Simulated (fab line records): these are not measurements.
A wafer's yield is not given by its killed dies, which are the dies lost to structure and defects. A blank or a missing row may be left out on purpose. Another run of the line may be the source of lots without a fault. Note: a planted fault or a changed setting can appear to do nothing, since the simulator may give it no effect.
The tool behind it: which one? + flow gf180mcu + Sampling: 12 lots, 36 wafers, 6 of 602 route steps

WHAT THE GAUGES READ, wafer by wafer
GF_POLY_GATE_CD_MEAS_10 targets a cd of 280 nm.
| lot  | measured     | on        | cd nm (nm)        |
|------|--------------|-----------|-------------------|
| L436 | day 9 06:56  | cd sem-01 | 279.0 278.5 278.0 |
| L438 | day 9 20:05  | cd sem-01 | 280.3 280.4 279.8 |
| L445 | day 11 21:05 | cd sem-01 | 281.8 282.1 280.9 |
| L446 | day 12 05:31 | cd sem-02 | 280.0 280.8 281.3 |
| L448 | day 12 18:47 | cd sem-02 | 282.1 283.6 282.3 |
| L449 | day 13 00:40 | cd sem-02 | 281.8 281.9 281.9 |
| L451 | day 13 14:28 | cd sem-02 | 279.7 279.7 280.3 |
| L453 | day 14 04:28 | cd sem-01 | 280.8 281.2 281.1 |
| L455 | day 14 20:01 | cd sem-02 | 280.8 279.9 279.8 |
| L457 | day 15 07:14 | cd sem-01 | 281.5 280.7 281.8 |
| L458 | day 15 16:56 | cd sem-02 | 280.0 280.1 279.4 |
| L459 | day 16 06:11 | cd sem-01 | 280.9 280.8 280.3 |

GF_POLY_GATE_THK_MEAS_17.
| lot  | measured     | on            | POLY_GATE_OXIDATION_THK (nm) |
|------|--------------|---------------|------------------------------|
| L436 | day 9 08:36  | film metro-04 | 4.06 3.98 4.03               |
| L438 | day 9 22:13  | film metro-03 | 4.13 4.21 4.23               |
| L445 | day 11 22:56 | film metro-03 | 4.01 4.02 4.01               |
| L446 | day 12 07:13 | film metro-02 | 4.06 4.07 4.03               |
| L448 | day 12 20:27 | film metro-02 | 4.07 4.13 4.13               |
| L449 | day 13 02:19 | film metro-04 | 4.08 4.08 4.09               |
| L451 | day 13 16:07 | film metro-04 | 4.03 4.03 4.14               |
| L453 | day 14 06:07 | film metro-03 | 4.04 4.00 4.08               |
| L455 | day 14 21:40 | film metro-02 | 4.01 4.05 4.16               |
| L457 | day 15 08:54 | film metro-02 | 3.94 3.99 3.93               |
| L458 | day 15 18:36 | film metro-04 | 4.02 4.06 4.06               |
| L459 | day 16 07:51 | film metro-02 | 3.94 4.06 3.98               |

GF_SAB_CD_MEAS_09 targets a cd of 420 nm.
| lot  | measured     | on        | cd nm (nm)        |
|------|--------------|-----------|-------------------|
| L436 | day 15 01:58 | cd sem-01 | 418.3 420.6 419.8 |
| L438 | day 15 21:32 | cd sem-02 | 419.8 419.0 418.9 |
| L445 | day 18 08:23 | cd sem-02 | 419.2 420.6 420.9 |
| L446 | day 18 20:41 | cd sem-01 | 418.6 420.6 416.5 |
| L448 | day 19 12:03 | cd sem-02 | 423.5 423.1 422.2 |
| L449 | day 19 19:15 | cd sem-02 | 424.8 425.6 423.9 |
| L451 | day 20 13:04 | cd sem-01 | 420.0 419.8 419.2 |
| L453 | day 24 06:34 | cd sem-01 | 415.6 416.4 416.0 |
| L455 | day 22 04:19 | cd sem-01 | 424.7 422.1 423.0 |
| L457 | day 22 10:47 | cd sem-02 | 419.8 419.7 418.7 |
| L458 | day 22 20:06 | cd sem-02 | 424.8 423.1 424.5 |
| L459 | day 23 11:47 | cd sem-01 | 423.5 420.2 421.9 |

GF_M3_RS_MEAS_05: a four-point-probe measurement.
| lot  | measured     | on            | M3_ALCU_RS (ohm/sq)  |
|------|--------------|---------------|----------------------|
| L436 | day 20 08:20 | film metro-01 | 0.0678 0.0684 0.0677 |
| L438 | day 21 04:08 | film metro-04 | 0.0701 0.0694 0.0693 |
| L445 | day 23 14:09 | film metro-04 | 7.2243 7.2848 7.2594 |
| L446 | day 24 02:56 | film metro-04 | 7.3162 7.3271 7.3010 |
| L448 | day 24 17:10 | film metro-01 | 0.0692 0.0682 0.0690 |
| L449 | day 25 01:44 | film metro-04 | 0.0687 0.0696 0.0699 |
| L451 | day 25 15:56 | film metro-04 | 0.0711 0.0699 0.0698 |
| L453 | day 28 22:20 | film metro-01 | 0.0693 0.0689 0.0701 |
| L455 | day 27 04:17 | film metro-02 | 0.0696 0.0697 0.0697 |
| L457 | day 27 08:15 | film metro-02 | 0.0691 0.0699 0.0704 |
| L458 | day 27 18:20 | film metro-04 | 0.0697 0.0702 0.0697 |
| L459 | day 28 05:50 | film metro-02 | 0.0695 0.0688 0.0699 |

GF_M3_THK_MEAS_06: measures by xrf.
| lot  | measured     | on            | M3_ALCU_THK (nm) |
|------|--------------|---------------|------------------|
| L436 | day 20 08:27 | film metro-01 | 461 455 463      |
| L438 | day 21 04:15 | film metro-04 | 445 449 448      |
| L445 | day 23 14:16 | film metro-04 | <0 <0 <0         |
| L446 | day 24 03:03 | film metro-04 | <0 <0 <0         |
| L448 | day 24 17:17 | film metro-01 | 454 458 452      |
| L449 | day 25 01:51 | film metro-04 | 451 444 445      |
| L451 | day 25 16:03 | film metro-04 | 436 445 444      |
| L453 | day 28 22:28 | film metro-01 | 451 452 445      |
| L455 | day 27 04:24 | film metro-02 | 447 446 448      |
| L457 | day 27 08:22 | film metro-02 | 450 445 444      |
| L458 | day 27 18:27 | film metro-04 | 447 444 445      |
| L459 | day 28 05:57 | film metro-02 | 450 454 448      |

WHAT TOOL EACH LOT RAN ON (gives the tool, then ch and the chambers of the sampled wafers, and finally the start)
| lot  | GF_M3_SPUTTER_02             |
|------|------------------------------|
| L436 | pvd sputter-04, day 20 08:14 |
| L438 | pvd sputter-04, day 21 04:02 |
| L445 | pvd sputter-03, day 23 14:04 |
| L446 | pvd sputter-04, day 24 02:50 |
| L448 | pvd sputter-03, day 24 17:04 |
| L449 | pvd sputter-03, day 25 01:37 |
| L451 | pvd sputter-02, day 25 15:50 |
| L453 | pvd sputter-02, day 28 22:15 |
| L455 | pvd sputter-03, day 27 04:11 |
| L457 | pvd sputter-03, day 27 08:10 |
| L458 | pvd sputter-03, day 27 18:14 |
| L459 | pvd sputter-04, day 28 05:44 |
- GF_M3_SPUTTER_02: material AlCu, target thk 450 nm, time 23.9 s.

WHAT THE TOOLS THEMSELVES READ (means of the sampled wafers that have a number; where no wafer has one, the mark that the record gives instead)
GF_M3_SPUTTER_02.
| lot  | tool           | cathode dc power W (W) | chamber pressure pa (Pa) | throttle valve pct (%) |
|------|----------------|------------------------|--------------------------|------------------------|
| L436 | pvd sputter-04 | 10601                  | 0.3997                   | 29.5                   |
| L438 | pvd sputter-04 | 10600                  | 0.3992                   | 29.8                   |
| L445 | pvd sputter-03 | -                      | -                        | -                      |
| L446 | pvd sputter-04 | -                      | -                        | -                      |
| L448 | pvd sputter-03 | 10601                  | 0.3998                   | 30.9                   |
| L449 | pvd sputter-03 | 10601                  | 0.3997                   | 31.4                   |
| L451 | pvd sputter-02 | 10599                  | 0.4000                   | 30.7                   |
| L453 | pvd sputter-02 | 10600                  | 0.3998                   | 30.8                   |
| L455 | pvd sputter-03 | 10600                  | 0.3997                   | 31.8                   |
| L457 | pvd sputter-03 | 10601                  | 0.3997                   | 31.3                   |
| L458 | pvd sputter-03 | 10602                  | 0.3998                   | 31.6                   |
| L459 | pvd sputter-04 | 10600                  | 0.3999                   | 29.9                   |

THE ANSWER, worked out from the rows above alone
Rule: usual is defined by the lots themselves. The widest of any qualifying gaps counts: lots, ordered by their means at a reading, are off when they make up no more than a third of the lots, leave a main group of 4 or more, and stand apart from it by 3 or more times the standard deviation of that group's means. If all means in a main group match to the digits the tables above print for the reading, that group is not used. A lot without any number at a reading at which 4 lots or more have one is off too. All remaining lots with rows at the step are treated as sound. First the gauges in route order, then the tools' own readings, where a lot's mean is used as printed above. The first step at which some lot is off is used, and at that step the reading that is off furthest; a lot without a number counts as furthest.
Off: L445, L446, seen at GF_M3_RS_MEAS_05 (M3_ALCU_RS). The main group: mean 0.0694 ohm/sq, standard deviation 0.0006.
A tool fits if, at a process step before that reading, it ran every lot that is off, and no sound lot after the first of them. The gauges at GF_M3_RS_MEAS_05 aren't tried: what is off there is off at GF_M3_SPUTTER_02 too, on other tools, and a gauge's error can't cause that. No candidate that was tried fits.

WHAT THE SIMULATOR HAD INSERTED
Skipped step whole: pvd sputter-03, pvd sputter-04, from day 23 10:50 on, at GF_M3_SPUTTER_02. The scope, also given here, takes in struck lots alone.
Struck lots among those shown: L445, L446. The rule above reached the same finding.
